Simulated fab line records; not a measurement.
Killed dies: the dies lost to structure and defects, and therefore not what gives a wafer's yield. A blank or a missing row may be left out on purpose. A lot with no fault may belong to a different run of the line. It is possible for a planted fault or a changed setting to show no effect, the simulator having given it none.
Matching of chambers -- flow gf180mcu -- cmp-01 running GF_V1_CMP_04: 4 sister chambers
The step polishes SiO2. 16 wafers are shown with their chamber, then 8 later ones without.

== EACH WAFER AND ITS CHAMBER ==
wafer,chamber,motor-current-A (A),time-to-endpoint-s (s),head-pressure-psi (psi)
L382.3,0,15.2,78,3.993
L382.4,1,11.8,79,3.996
L382.6,3,9.6,85,4.012
L383.2,2,12.3,78,3.995
L383.3,0,14.4,75,3.997
L383.5,3,10.0,90,3.992
L385.1,0,13.9,71,3.983
L385.4,1,11.6,80,3.987
L385.6,1,12.3,78,3.982
L387.2,1,11.6,77,4.001
L387.4,2,11.7,87,3.975
L387.5,0,15.7,83,3.993
L392.3,1,11.9,79,4.002
L392.4,0,14.4,84,3.998
L392.6,3,10.0,88,4.003
L397.1,3,10.0,90,3.996

SIGNATURES (averages over the wafers above)
reading,chamber 0,chamber 1,chamber 2,chamber 3,scatter within a chamber
motor-current-A,14.720,11.840,12.000,9.900,0.474
time-to-endpoint-s,78.20,78.60,82.50,88.25,3.89
head-pressure-psi,3.99280,3.99360,3.98500,4.00075,0.00857
Rule: for a wafer and a chamber, the distance is found by dividing, reading by reading, the gap between the wafer's reading and the chamber's mean by the reading's scatter, squaring, summing and taking the root. The wafer belongs to the nearest chamber; if the next one is less than 2 further off, it can't be placed. The scatter is the square root of a quotient: the sum, over the shown wafers, of each reading's squared deviation from its chamber's mean, divided by wafers minus chambers.

== WAFERS WITH NO CHAMBER GIVEN ==
wafer,motor-current-A (A),time-to-endpoint-s (s),head-pressure-psi (psi)
L397.4,12.2,82,4.006
L397.6,11.7,67,4.015
L401.2,14.1,74,3.996
L401.5,11.3,84,4.007
L401.6,12.1,84,3.996
L402.1,10.0,80,3.989
L402.2,14.6,71,3.984
L402.5,9.8,89,3.999

== WHICH CHAMBER EACH ONE RAN IN ==
wafer,from the rows above,in truth
L397.4,can't be placed: 1 or 2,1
L397.6,can't be placed: 1 or 2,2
L401.2,0,0
L401.5,can't be placed: 1 or 2 or 3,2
L401.6,can't be placed: 2 or 1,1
L402.1,can't be placed: 3 or 1 or 2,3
L402.2,0,0
L402.5,3,3
3 of 8 placed correctly. Unplaceable from these rows: 5, with the true chamber sitting among the candidates in 5. Number placed wrongly: 0.
